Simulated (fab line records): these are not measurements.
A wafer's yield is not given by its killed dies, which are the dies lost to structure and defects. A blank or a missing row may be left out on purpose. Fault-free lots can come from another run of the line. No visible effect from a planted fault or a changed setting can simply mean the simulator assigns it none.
fab line records	flow sky130
record lots=7	wafers=21	last_day=49
route steps=708 shown PWDE@84 VT_ADJUST_HVTP@85 PAD_OPEN@708
lots that met no fault: from a run of the same line without faults
start_h: hours from the record's first day to the start of the lot's first wafer shown	wait_h: hours since the lot's step before	" same as the row above	L1.1+2: one row covering several wafers at once	- no value present, or no start provided	* or withheld: withheld	< > ~ a bound
route shown NAME@n: names a module that has steps shown in the file, with the first one's number in the route	usual: mean and standard deviation over wafers with no fault	same: alike in all rows	chamber/n: place in a boat	sites: the reading at each site	_std_site: standard deviation of those values	_edge_site: outer sites' mean less inner sites'	radius_mm: how far each site lies from the wafer's centre	mask NAME#n: copy n	behind: tool/chamber where the wafer was last shaped	hold: why the lot went on hold/how many hours it stayed there/how the hold came to an end	device: whichever transistor did not switch (one of n, p or np)	end of line: tests run on the same wafers once the route is complete	a step with no rows: only its recipe	killed: the dies lost at the first sort to structure and to defects; this is not the yield of the wafer	map: dies across one wafer; x = killed, . = not, _ = none there
set.NAME: the setting the step ran with; set.NAME@STEP: the setting that earlier step ran with	model.NAME: the simulator's own value behind a step, which no gauge read
a table for each step, a row for each wafer; lots at some steps of the route
services: when a tool's chamber went out of use (start_h, in hours from the record's first day, below 0 if earlier), for how many hours, and the reason
## steps
# step SKY_NWELL_RS_MEAS_31
# recipe thk_meas_gauge=four-point-probe
# usual PWDE_RS=5275/18
lot.wafer	tool	chamber	start_h	wait_h	PWDE_RS[ohm/sq]
L407.2	film_metro-04	-	129.41	0.1	5271
L407.4	"	-	"	"	5252
L407.5	"	-	"	"	5243
L408.1	film_metro-04	-	133.06	0.1	5309
L408.2	"	-	"	"	5310
L408.6	"	-	"	"	5282
L414.3	film_metro-03	-	170.58	0.1	5255
L414.4	"	-	"	"	5270
L414.5	"	-	"	"	5269
L415.1	film_metro-03	-	176.78	0.1	5272
L415.3	"	-	"	"	5265
L415.6	"	-	"	"	5236
L416.3	film_metro-02	-	183.15	0.1	5233
L416.4	"	-	"	"	5222
L416.5	"	-	"	"	5230
L419.2	film_metro-04	-	200.65	0.1	5273
L419.3	"	-	"	"	5284
L419.4	"	-	"	"	5261
L421.2	film_metro-04	-	217.34	0.1	5274
L421.4	"	-	"	"	5282
L421.6	"	-	"	"	5310
# step SKY_VT_ADJUST_HVTP_DEHYDRATE_00
# recipe temp_c=200	time_s=60
# step SKY_VT_ADJUST_HVTP_HMDS_01
# recipe prime_time_s=60	prime_temp_c=120
# step SKY_VT_ADJUST_HVTP_COAT_02
# recipe resist=NOVOLAK	spin_rpm=3000	resist_thk_nm=1140
# step SKY_VT_ADJUST_HVTP_SOFTBAKE_03
# recipe temp_c=90	time_s=60	resist=NOVOLAK
# step SKY_VT_ADJUST_HVTP_EXPOSE_04
# recipe mask_id=HVTPM	na=0.6	source_shape=conventional	sigma_outer=0.6	polarization=unpolarized	target_cd_nm=380	dose_mj=140
# step SKY_VT_ADJUST_HVTP_PEB_05
# recipe temp_c=withheld	time_s=*	resist=NOVOLAK
# step SKY_VT_ADJUST_HVTP_DEVELOP_06
# recipe resist=NOVOLAK	developer=TMAH	develop_time_s=60	dev_temp_c=23.56
# step SKY_VT_ADJUST_HVTP_CD_MEAS_07
# recipe target_cd_nm=380
# usual cd_nm=379.8/2.8
lot.wafer	tool	chamber	start_h	wait_h	cd_nm
L407.2	cd_sem-01	-	148.84	0.1	378.2
L407.4	"	-	"	"	379.3
L407.5	"	-	"	"	383.0
L408.1	cd_sem-02	-	152.22	0.1	376.5
L408.2	"	-	"	"	377.0
L408.6	"	-	"	"	376.6
L414.3	cd_sem-01	-	190.96	0.1	381.0
L414.4	"	-	"	"	378.6
L414.5	"	-	"	"	382.4
L415.1	cd_sem-01	-	197.80	0.1	383.7
L415.3	"	-	"	"	383.0
L415.6	"	-	"	"	385.3
L416.3	cd_sem-01	-	204.11	0.1	382.2
L416.4	"	-	"	"	381.1
L416.5	"	-	"	"	378.9
L419.2	cd_sem-02	-	222.74	0.1	387.0
L419.3	"	-	"	"	386.1
L419.4	"	-	"	"	382.6
L421.2	cd_sem-02	-	239.99	0.1	379.1
L421.4	"	-	"	"	378.7
L421.6	"	-	"	"	378.6
# step SKY_VT_ADJUST_HVTP_OVL_MEAS_08
# usual VT_ADJUST_HVTP_OVL=-0.1/1.5
lot.wafer	tool	chamber	start_h	wait_h	VT_ADJUST_HVTP_OVL[nm]
L407.2	overlay-01	-	148.95	0.1	-1.8
L407.4	"	-	"	"	0.8
L407.5	"	-	"	"	0.3
L408.1	overlay-02	-	152.34	0.1	-2.3
L408.2	"	-	"	"	-0.7
L408.6	"	-	"	"	-0.5
L414.3	overlay-01	-	191.06	0.1	-0.9
L414.4	"	-	"	"	-1.1
L414.5	"	-	"	"	0.7
L415.1	overlay-01	-	197.92	0.1	-1.1
L415.3	"	-	"	"	-1.2
L415.6	"	-	"	"	-0.4
L416.3	overlay-02	-	204.21	0.1	-1.6
L416.4	"	-	"	"	-0.2
L416.5	"	-	"	"	-0.6
L419.2	overlay-02	-	222.84	0.1	-0.2
L419.3	"	-	"	"	-0.7
L419.4	"	-	"	"	-1.2
L421.2	overlay-02	-	240.10	0.1	-3.7
L421.4	"	-	"	"	0.7
L421.6	"	-	"	"	-0.3
# step SKY_VT_ADJUST_HVTP_IMPLANT_09
# recipe species=As	energy_kev=150	dose_cm2=4.3e+12	tilt_deg=withheld
# step SKY_VT_ADJUST_HVTP_STRIP_10
# recipe chemistry=O2/N2	power_w=1400	pressure_mtorr=1500	platen_temp_c=withheld	o2_flow_sccm=3000	n2_flow_sccm=300	overash_fraction=0.5
# usual chamber_pressure_mTorr=1499.9/1.3	drypump_motor_current_A=5.49/0.28	oes_product_au=0.715/0.004	strip_time_to_endpoint_s=14.18/0.04
# same overash_fraction=0.5
lot.wafer	tool	chamber	start_h	wait_h	chamber_pressure_mTorr	drypump_motor_current_A	oes_product_au	rf_hours_counter_h	strip_time_to_endpoint_s
L407.2	plasma_asher-02	0	149.13	0.1	1499.8	5.32	0.721	46	14.22
L407.4	"	0	"	"	1502.7	5.31	0.717	-	14.21
L407.5	"	1	"	"	1501.0	5.41	0.718	-	14.19
L408.1	plasma_asher-02	1	152.53	0.1	1499.4	5.41	0.719	47	14.18
L408.2	"	0	"	"	1499.6	5.31	0.721	47	14.24
L408.6	"	0	"	"	1500.9	5.31	0.717	-	14.23
L414.3	plasma_asher-02	1	191.26	0.1	1199.5	5.43	0.676	-	15.35
L414.4	"	0	"	"	1202.2	5.33	0.679	-	15.35
L414.5	"	0	"	"	1198.3	5.31	0.678	-	15.34
L415.1	plasma_asher-02	1	198.11	0.1	1198.5	5.45	0.673	51	15.37
L415.3	"	0	"	"	1200.2	5.32	0.673	-	15.38
L415.6	"	1	"	"	1200.8	5.42	0.683	-	15.35
L416.3	plasma_asher-02	1	204.41	0.1	1201.1	5.42	0.679	-	15.39
L416.4	"	0	"	"	1201.2	5.33	0.682	-	15.38
L416.5	"	1	"	"	1201.2	5.41	0.680	-	15.37
L419.2	plasma_asher-03	1	223.02	0.1	1500.3	5.23	0.720	7	14.13
L419.3	"	1	"	"	1499.4	5.24	0.705	-	14.19
L419.4	"	0	"	"	1499.5	5.86	0.711	-	14.16
L421.2	plasma_asher-01	1	240.28	0.1	1501.1	6.27	0.712	46	14.20
L421.4	"	1	"	"	1499.1	6.22	0.720	-	14.22
L421.6	"	1	"	"	1497.9	6.22	0.711	-	14.16
# step SKY_VT_ADJUST_HVTP_TW_MEAS_11
# usual VT_ADJUST_HVTP_TW=1357/9.1
lot.wafer	tool	chamber	start_h	wait_h	VT_ADJUST_HVTP_TW
L407.2	film_metro-03	-	149.24	0.1	1357
L407.4	"	-	"	"	1359
L407.5	"	-	"	"	1350
L408.1	film_metro-01	-	152.63	0.1	1365
L408.2	"	-	"	"	1367
L408.6	"	-	"	"	1366
L414.3	film_metro-01	-	191.35	0.1	1365
L414.4	"	-	"	"	1367
L414.5	"	-	"	"	1357
L415.1	film_metro-03	-	198.21	0.1	1357
L415.3	"	-	"	"	1358
L415.6	"	-	"	"	1353
L416.3	film_metro-01	-	204.50	0.1	1368
L416.4	"	-	"	"	1367
L416.5	"	-	"	"	1367
L419.2	film_metro-03	-	223.13	0.1	1350
L419.3	"	-	"	"	1347
L419.4	"	-	"	"	1347
L421.2	film_metro-04	-	240.39	0.1	1355
L421.4	"	-	"	"	1352
L421.6	"	-	"	"	1355
# step SKY_PAD_OPEN_PROBE_99
# usual killed_at_M0_to_M3=43/6.3	killed_at_M4_up=3.1/1.9	killed_at_contacts=24/5.1	killed_at_front_end=14/4.3	killed_at_other=0.3/0.53	killed_dies=85/8.8	killed_open=46/7.1	killed_short=38/5.9
# same gross_dies=492	killed_at_back_side=0
lot.wafer	tool	chamber	start_h	wait_h	killed_at_M0_to_M3	killed_at_M4_up	killed_at_contacts	killed_at_front_end	killed_at_other	killed_dies	killed_open	killed_short
L407.2	prober-01	-	1100.73	0.1	49	8	25	13	2	97	59	38
L407.4	prober-01	-	1100.83	0.2	52	3	30	12	0	97	54	43
L407.5	prober-01	-	1100.88	0.2	57	4	25	10	0	96	56	40
L408.1	prober-02	-	1105.56	0.1	43	0	19	17	0	79	38	41
L408.2	prober-02	-	1105.61	0.1	37	4	31	17	1	90	49	41
L408.6	prober-02	-	1105.81	0.2	49	1	21	9	0	80	44	36
L414.3	prober-02	-	1143.43	0.2	43	2	12	22	1	80	41	39
L414.4	prober-02	-	1143.48	0.2	38	7	18	14	0	77	46	31
L414.5	prober-02	-	1143.53	0.2	40	8	20	17	1	86	46	39
L415.1	prober-01	-	1145.45	0.1	38	4	27	13	0	82	51	31
L415.3	prober-01	-	1145.55	0.2	46	2	23	10	0	81	40	41
L415.6	prober-01	-	1145.70	0.2	54	3	29	9	0	95	50	45
L416.3	prober-02	-	1148.48	0.2	38	0	24	8	0	70	37	32
L416.4	prober-02	-	1148.53	0.2	37	4	31	10	0	82	44	38
L416.5	prober-02	-	1148.58	0.2	40	4	25	20	1	90	49	41
L419.2	prober-01	-	1167.22	0.1	44	2	21	13	0	80	42	38
L419.3	prober-01	-	1167.27	0.2	48	1	23	11	1	84	52	32
L419.4	prober-01	-	1167.32	0.2	50	3	25	9	0	87	48	39
L421.2	prober-01	-	1179.37	0.1	41	3	15	16	1	76	39	37
L421.4	prober-01	-	1179.47	0.2	40	4	21	26	0	91	48	43
L421.6	prober-01	-	1179.57	0.2	38	5	21	18	0	82	43	39
# killed by level:class
L407.2 CONTACT:geometric_particle:open=13 VIA2:geometric_particle:open=11 VIA1:geometric_particle:open=9 LI_CONTACT:geometric_particle:open=8 VIA1:geometric_particle:short=6 METAL4:geometric_particle:short=5 METAL2:geometric_particle:short=5 FIELD_ISO:geometric_particle:short=4
L407.4 VIA3:geometric_particle:open=14 CONTACT:geometric_particle:open=9 LOCAL_INTERCONNECT:geometric_particle:short=8 METAL1:geometric_particle:short=8 VIA1:geometric_particle:open=7 VIA2:geometric_particle:open=7 LI_CONTACT:geometric_particle:open=6 METAL2:geometric_particle:short=5
L407.5 VIA1:geometric_particle:open=14 CONTACT:geometric_particle:open=12 VIA3:geometric_particle:open=10 VIA2:geometric_particle:open=7 METAL1:geometric_particle:short=7 VIA1:geometric_particle:short=7 LOCAL_INTERCONNECT:geometric_particle:short=5 METAL2:geometric_particle:short=5
L408.1 METAL1:geometric_particle:short=10 FIELD_ISO:geometric_particle:short=6 VIA1:geometric_particle:open=6 VIA3:geometric_particle:open=6 LI_CONTACT:geometric_particle:open=5 CONTACT:geometric_particle:open=5 FIELD_ISO:geometric_particle:open=4 VIA3:geometric_particle:short=4
L408.2 CONTACT:geometric_particle:open=12 LI_CONTACT:geometric_particle:open=8 POLY_GATE:geometric_particle:open=7 CONTACT:geometric_particle:short=7 VIA1:geometric_particle:short=6 VIA1:geometric_particle:open=6 FIELD_ISO:geometric_particle:short=4 METAL3:geometric_particle:short=4
L408.6 VIA1:geometric_particle:open=11 VIA3:geometric_particle:open=9 VIA2:geometric_particle:open=7 LI_CONTACT:geometric_particle:short=6 METAL1:geometric_particle:short=6 LI_CONTACT:geometric_particle:open=5 CONTACT:geometric_particle:open=5 LOCAL_INTERCONNECT:geometric_particle:short=3
L414.3 VIA2:geometric_particle:open=8 CONTACT:geometric_particle:open=7 METAL1:geometric_particle:short=7 METAL2:geometric_particle:short=7 FIELD_ISO:geometric_particle:open=6 POLY_GATE:geometric_particle:short=6 VIA1:geometric_particle:open=6 FIELD_ISO:geometric_particle:short=4
L414.4 VIA2:geometric_particle:open=11 VIA1:geometric_particle:open=10 CONTACT:geometric_particle:open=8 METAL4:geometric_particle:short=5 VIA3:geometric_particle:open=5 METAL1:geometric_particle:short=4 METAL2:geometric_particle:short=4 POLY_GATE:geometric_particle:short=3
L414.5 VIA1:geometric_particle:open=13 METAL1:geometric_particle:short=7 VIA2:geometric_particle:open=7 METAL4:geometric_particle:short=7 LI_CONTACT:geometric_particle:open=6 CONTACT:geometric_particle:open=5 VIA1:geometric_particle:short=5 FIELD_ISO:geometric_particle:short=4
L415.1 CONTACT:geometric_particle:open=11 VIA2:geometric_particle:open=9 VIA1:geometric_particle:open=8 LI_CONTACT:geometric_particle:open=5 CONTACT:geometric_particle:short=5 POLY_GATE:geometric_particle:short=4 LOCAL_INTERCONNECT:geometric_particle:open=4 METAL1:geometric_particle:short=4
L415.3 VIA1:geometric_particle:open=13 VIA1:geometric_particle:short=8 LI_CONTACT:geometric_particle:open=6 LOCAL_INTERCONNECT:geometric_particle:short=6 CONTACT:geometric_particle:short=5 METAL1:geometric_particle:short=5 VIA2:geometric_particle:open=5 CONTACT:geometric_particle:open=4
L415.6 VIA1:geometric_particle:open=12 LI_CONTACT:geometric_particle:open=10 CONTACT:geometric_particle:open=10 METAL2:geometric_particle:short=8 METAL1:geometric_particle:short=7 VIA1:geometric_particle:short=6 VIA2:geometric_particle:open=6 CONTACT:geometric_particle:short=5
L416.3 VIA1:geometric_particle:open=11 CONTACT:geometric_particle:open=10 LI_CONTACT:geometric_particle:open=5 METAL2:geometric_particle:short=5 VIA3:geometric_particle:open=5 CONTACT:geometric_particle:short=4 METAL1:geometric_particle:short=4 VIA2:geometric_particle:open=4
L416.4 CONTACT:geometric_particle:open=13 METAL2:geometric_particle:short=8 CONTACT:geometric_particle:short=7 VIA2:geometric_particle:open=7 LI_CONTACT:geometric_particle:open=6 VIA1:geometric_particle:open=5 METAL4:geometric_particle:short=4 POLY_GATE:geometric_particle:open=3
L416.5 VIA1:geometric_particle:open=11 CONTACT:geometric_particle:open=9 FIELD_ISO:geometric_particle:open=7 POLY_GATE:geometric_particle:short=6 LOCAL_INTERCONNECT:geometric_particle:short=6 CONTACT:geometric_particle:short=5 LI_CONTACT:geometric_particle:open=5 METAL1:geometric_particle:open=4
L419.2 METAL1:geometric_particle:short=7 FIELD_ISO:geometric_particle:open=6 CONTACT:geometric_particle:open=6 VIA1:geometric_particle:open=6 VIA2:geometric_particle:open=6 VIA3:geometric_particle:short=5 METAL2:geometric_particle:short=4 LI_CONTACT:geometric_particle:open=4
L419.3 LI_CONTACT:geometric_particle:open=10 VIA2:geometric_particle:open=10 CONTACT:geometric_particle:open=8 VIA1:geometric_particle:open=8 METAL1:geometric_particle:short=6 VIA3:geometric_particle:open=5 METAL2:geometric_particle:short=4 VIA2:geometric_particle:short=4
L419.4 VIA1:geometric_particle:open=12 LI_CONTACT:geometric_particle:open=10 CONTACT:geometric_particle:open=10 METAL1:geometric_particle:short=7 VIA3:geometric_particle:short=6 VIA2:geometric_particle:open=5 FIELD_ISO:geometric_particle:open=4 VIA1:geometric_particle:short=4
L421.2 VIA1:geometric_particle:open=13 CONTACT:geometric_particle:open=8 VIA2:geometric_particle:short=6 POLY_GATE:geometric_particle:short=5 METAL2:geometric_particle:short=5 VIA2:geometric_particle:open=5 SPACER:geometric_particle:short=3 CONTACT:geometric_particle:short=3
L421.4 FIELD_ISO:geometric_particle:open=9 VIA1:geometric_particle:open=9 CONTACT:geometric_particle:open=7 LI_CONTACT:geometric_particle:open=6 METAL1:geometric_particle:short=6 VIA1:geometric_particle:short=6 FIELD_ISO:geometric_particle:short=4 POLY_GATE:geometric_particle:short=4
L421.6 VIA1:geometric_particle:open=8 METAL2:geometric_particle:short=8 LI_CONTACT:geometric_particle:open=7 CONTACT:geometric_particle:open=7 METAL1:geometric_particle:short=6 FIELD_ISO:geometric_particle:short=4 POLY_GATE:geometric_particle:open=4 POLY_GATE:geometric_particle:short=4
## services
tool	chamber	start_h	hours	kind
plasma_asher-02	-	126.79	0.8	repair
plasma_asher-03	-	126.83	28.1	pm
plasma_asher-02	-	155.53	4.3	repair
## key
first_sign step=SKY_VT_ADJUST_HVTP_STRIP_10	reading=chamber_pressure_mTorr	direction=down	sigmas=99+	usual=1499.9	struck=1200.3
effect step=SKY_VT_ADJUST_HVTP_STRIP_10	reading=strip_time_to_endpoint_s	direction=up	sigmas=30	usual=*	struck=*
met_at SKY_VT_ADJUST_HVTP_STRIP_10
struck_wafers L414.3,L414.4,L414.5,L415.1,L415.3,L415.6,L416.3,L416.4,L416.5
tester_left_out L414,L415,L416
onset_between 152.53 191.26
fault kind=process_parameter_drift	tool=plasma_asher-02	chamber=-	onset_h=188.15	steps=SKY_VT_ADJUST_HVTP_STRIP_10	channel=pressure_mtorr	offset=-300	shape=step	end_h=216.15	acts_in=these_recipes_only	stated=1500
# tester_left_out: of these lots the tester's yield and bins aren't shown, on N5 and GAA mostly nor the transistor test; their killed dies are dies lost to structure and defects alone, not to doping, threshold or leakage, so they don't give the yield
